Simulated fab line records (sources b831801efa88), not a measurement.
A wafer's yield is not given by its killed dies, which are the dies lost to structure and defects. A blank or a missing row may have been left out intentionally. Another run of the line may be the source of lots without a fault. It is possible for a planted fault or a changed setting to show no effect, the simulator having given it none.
Which tool did it? | flow sky130 | 14 lots with 42 wafers sampled at 4 steps, on a route of 708 steps

## WHAT EACH GAUGE READ, for each wafer
SKY_LDD_HVN_OVL_MEAS_07.
lot  | measured     | on         | LDD_HVN_OVL (nm)
L341 | day 21 04:04 | overlay-02 | -1.1 0.0 -0.6
L343 | day 21 19:12 | overlay-01 | -2.6 -2.8 -0.9
L344 | day 22 04:12 | overlay-02 | -0.8 -1.9 -1.4
L345 | day 23 00:01 | overlay-01 | -2.4 -3.3 0.4
L346 | day 23 07:11 | overlay-02 | -0.5 -0.5 1.4
L347 | day 23 18:25 | overlay-02 | -0.7 -1.1 -1.0
L348 | day 23 18:35 | overlay-02 | -0.1 0.2 -0.9
L349 | day 24 02:17 | overlay-01 | 0.5 -1.9 -2.0
L350 | day 24 10:20 | overlay-01 | 0.4 1.1 1.4
L351 | day 24 13:25 | overlay-01 | -1.4 -1.6 -2.0
L352 | day 25 00:24 | overlay-02 | 2.6 1.0 1.0
L359 | day 26 23:03 | overlay-02 | -4.6 -3.0 -4.2
L361 | day 27 12:54 | overlay-02 | 1.2 -0.4 0.9
L362 | day 27 19:54 | overlay-02 | -1.6 0.5 -1.3

SKY_SD_P_OVL_MEAS_08.
lot  | measured     | on         | SD_P_OVL (nm)
L341 | day 26 06:02 | overlay-01 | -2.5 -3.1 -0.9
L343 | day 26 22:04 | overlay-02 | -3.3 -2.0 -4.2
L344 | day 27 03:43 | overlay-01 | -3.4 -1.6 1.0
L345 | day 27 23:58 | overlay-02 | -0.8 0.0 -1.4
L346 | day 28 08:04 | overlay-01 | 0.7 0.5 -1.7
L347 | day 28 16:44 | overlay-02 | -3.1 -1.7 -2.4
L348 | day 28 17:22 | overlay-01 | -0.7 -0.5 1.7
L349 | day 29 09:50 | overlay-01 | -0.8 0.2 -0.7
L350 | day 29 11:34 | overlay-01 | -0.3 -1.2 -2.2
L351 | day 29 14:10 | overlay-02 | 0.3 -0.9 -0.2
L352 | day 29 21:49 | overlay-02 | -2.3 -1.3 -0.5
L359 | day 31 20:07 | overlay-01 | 0.1 -0.4 -2.3
L361 | day 32 10:34 | overlay-02 | -3.9 -3.1 -2.8
L362 | day 32 16:34 | overlay-02 | -3.7 -2.4 -1.8

SKY_RES_XHIGH_TW_MEAS_09.
lot  | measured     | on            | RES_XHIGH_TW
L341 | day 27 10:32 | film_metro-04 | 1648 1648 1649
L343 | day 28 02:57 | film_metro-03 | 1621 1611 1621
L344 | day 28 09:16 | film_metro-02 | 1608 1610 1612
L345 | day 29 05:35 | film_metro-04 | 1644 1637 1644
L346 | day 29 13:02 | film_metro-04 | 1650 1640 1643
L347 | day 29 21:20 | film_metro-04 | 1648 1647 1634
L348 | day 29 22:47 | film_metro-04 | 1644 1648 1642
L349 | day 30 14:00 | film_metro-02 | 1611 1624 1616
L350 | day 30 16:40 | film_metro-04 | 1635 1635 1643
L351 | day 30 18:47 | film_metro-04 | 1639 1640 1642
L352 | day 31 02:34 | film_metro-03 | 1618 1613 1607
L359 | day 33 00:51 | film_metro-03 | 1617 1622 1620
L361 | day 33 14:18 | film_metro-03 | 1625 1619 1609
L362 | day 33 19:34 | film_metro-03 | 1629 1620 1622

## TOOL THAT RAN EACH LOT (tool first, then ch and the chambers of the sampled wafers, then the start)
lot  | SKY_RES_XHIGH_DEVELOP_06
L341 | litho_track-03 ch 0, day 27 10:08
L343 | litho_track-03 ch 0, day 28 02:34
L344 | litho_track-01 ch 0, day 28 08:53
L345 | litho_track-01 ch 0, day 29 05:11
L346 | litho_track-01 ch 0, day 29 12:38
L347 | litho_track-03 ch 0, day 29 20:56
L348 | litho_track-03 ch 0, day 29 22:23
L349 | litho_track-01 ch 0, day 30 13:35
L350 | litho_track-02 ch 0, day 30 16:16
L351 | litho_track-01 ch 0, day 30 18:23
L352 | litho_track-01 ch 0, day 31 02:11
L359 | litho_track-01 ch 0, day 33 00:28
L361 | litho_track-01 ch 0, day 33 13:55
L362 | litho_track-03 ch 0, day 33 19:11
- SKY_RES_XHIGH_DEVELOP_06: develop time 60 s.

## WHAT THE TOOLS THEMSELVES READ (means of the sampled wafers that have a number; where no wafer has one, the mark that the record gives instead)
SKY_RES_XHIGH_DEVELOP_06.
lot  | tool           | developer_temp_C (C)
L341 | litho_track-03 | 23.18
L343 | litho_track-03 | 22.99
L344 | litho_track-01 | 22.96
L345 | litho_track-01 | 22.92
L346 | litho_track-01 | 22.95
L347 | litho_track-03 | 23.00
L348 | litho_track-03 | 23.10
L349 | litho_track-01 | 22.99
L350 | litho_track-02 | 23.04
L351 | litho_track-01 | 23.08
L352 | litho_track-01 | 23.12
L359 | litho_track-01 | 22.03
L361 | litho_track-01 | 22.18
L362 | litho_track-03 | 22.98

## THE ANSWER, worked out from the rows above alone
Rule: usual is defined by the lots themselves. The widest of any qualifying gaps counts: lots, ordered by their means at a reading, are off when they make up no more than a third of the lots, leave a main group of 4 or more, and stand apart from it by 3 or more times the standard deviation of that group's means. If all means in a main group match to the digits the tables above print for the reading, that group is not used. Also off: a lot with no number at a reading for which 4 or more lots have one. Where the step has rows for the other lots, those lots are counted as sound. Order of review: gauges by route order, followed by the tools' own readings, for which a lot's mean as printed above is used. At the first step where some lot is off, the reading lying furthest off is the one used; lots without a number count as furthest.
Off: L359, L361 (SKY_RES_XHIGH_DEVELOP_06, developer_temp_C). The main group: mean 23.03 C, standard deviation 0.075.
A tool fits if, at that step or a process step before it, it ran every lot that is off, and no sound lot after the first of them. One fits: SKY_RES_XHIGH_DEVELOP_06 on litho_track-01. A fault onset in the window from L352 (day 31 02:11, its last sound lot) to L359 (day 33 00:28, its first lot off) fits.
On the lots that are off, the tool's own readings at SKY_RES_XHIGH_DEVELOP_06 differ by more than 5 times the standard deviation of the sound lots' means, which bears it out; developer_temp_C reads 22.11 C there versus 23.03 C on the sound lots.

## WHAT THE SIMULATOR PUT IN
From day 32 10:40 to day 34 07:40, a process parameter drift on litho_track-01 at SKY_RES_XHIGH_DEVELOP_06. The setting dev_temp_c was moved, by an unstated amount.
Struck lots among those shown: L359, L361. The rule above reached the same finding.
